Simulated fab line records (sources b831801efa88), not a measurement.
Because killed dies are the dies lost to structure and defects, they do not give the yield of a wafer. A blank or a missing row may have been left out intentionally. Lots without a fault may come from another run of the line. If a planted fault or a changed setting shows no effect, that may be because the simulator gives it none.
Struck lot and sound lot, side by side	flow gf180mcu	16 out of 602 route steps
Sound: wafers L206.1, L206.2, L206.6. Struck: wafer L212.5. (L212.3, L212.6 of the same lot were not struck and are left out.) The cause comes at the end.
At each step with rows: each side's tool, then ch and its chambers, then its first start. Under that, the readings that differ: sound wafers	struck wafers	difference of the means	sigmas: that difference in standard deviations of wafers without a fault.
alike: readings whose means differ by less than 2 such deviations, and words and numbers that are the same on both sides. not compared: withheld readings, readings that some wafer has no value for, bounds like >300 that may hide the same value, and numbers for which the record gives no deviation and whose values overlap.
A row with sigmas, a row that says differs or no value, or rows on one side alone: a step with any of these is where the two part. Numbers that don't overlap but have no deviation are shown without sigmas and don't part them. Lack of a reading on every wafer of one side parts them only where that side has two or more wafers.

first, 4 steps without rows for these wafers: GF_M1_SOFTBAKE_10 (time 60 s); GF_M1_EXPOSE_11 (exposes mask Metal1, target cd 230 nm); GF_M1_PEB_12 (peb time 90 s); GF_M1_DEVELOP_13 (develop time 60 s).
GF_M1_CD_MEAS_14: target cd 230 nm.
  sound: cdSem-01 at day 17 04:17; struck: cdSem-02 at day 19 12:46
  alike: cdNm
GF_M1_OVL_MEAS_15:
  sound: overlay-02 at day 17 04:25; struck: overlay-02 at day 19 12:52
  alike: M1_OVL
GF_M1_METAL_ETCH_16: etches the open film in Cl2/BCl3, stops on SiO2, target depth 750.8 nm, time 125.1 s.
  sound on rieMetal-02 ch 0,1, day 17 04:27; struck on rieMetal-04 ch 1, day 19 12:56
reading	sound	struck	difference	sigmas
drypumpMotorCurrentA (A)	6.0 6.3 6.3	4.9	-1.3	-3
  alike: heBacksideLeakSccm, oesProductAu, rfFwdPowerW, throttleValvePct
  not compared: rfHoursCounterH
GF_M1_STRIP_17: strips in O2/N2.
  sound on plasmaAsher-03 ch 0,1, day 17 04:35; struck on plasmaAsher-04 ch 1, day 19 13:03
  alike: drypumpMotorCurrentA, heaterPowerW, oesProductAu, stripTimeToEndpointS
  not compared: rfHoursCounterH
then, 3 steps without rows for these wafers: GF_M1_STRIP_18 (strips in post etch residue remover, time 1200 s); GF_M1_CLEAN_19 (cleans in DIW); GF_V1_CVD_00 (deposits SiO2, target thk 600 nm, time 100 s).
GF_V1_THK_MEAS_01:
  sound: filmMetro-03 at day 17 05:11; struck: filmMetro-03 at day 19 13:40
  alike: V1_CVD_00_THK
GF_V1_CVD_02: deposits SiO2 from TEOS, target thk 850 nm, time 94.851 s.
  sound on pecvd-04 ch 1,2, day 17 05:14; struck on pecvd-03 ch 0, day 19 13:43
reading	sound	struck	difference	sigmas
rfFwdPowerW (W)	596.2 598.0 598.3	500.0	-97.5	-44
model.SiO2_of_V1_CVD_02.thkNm (nm)	845.7 851.7 876	815.8	-42.0	
  alike: heaterPowerW
GF_V1_THK_MEAS_03:
  sound: filmMetro-04 at day 17 05:19; struck: filmMetro-04 at day 19 13:48
reading	sound	struck	difference	sigmas
V1_CVD_02_THK (nm)	846 851 876	816	-42	-4
GF_V1_CMP_04: polishes SiO2.
  sound on cmp-01 ch 1,2,3, day 17 05:25; struck on cmp-01 ch 3, day 19 13:59
reading	sound	struck	difference	sigmas
timeToEndpointS (s)	78 86 97	73	-14	-2
  alike: motorCurrentA
following that, these wafers have no rows for 1 step: GF_PASSIVATION_PROBE_99.

== WHERE THEY PART ==
First at GF_M1_METAL_ETCH_16; last, within this record, at GF_V1_CMP_04.

WHY: whatever the simulator had introduced
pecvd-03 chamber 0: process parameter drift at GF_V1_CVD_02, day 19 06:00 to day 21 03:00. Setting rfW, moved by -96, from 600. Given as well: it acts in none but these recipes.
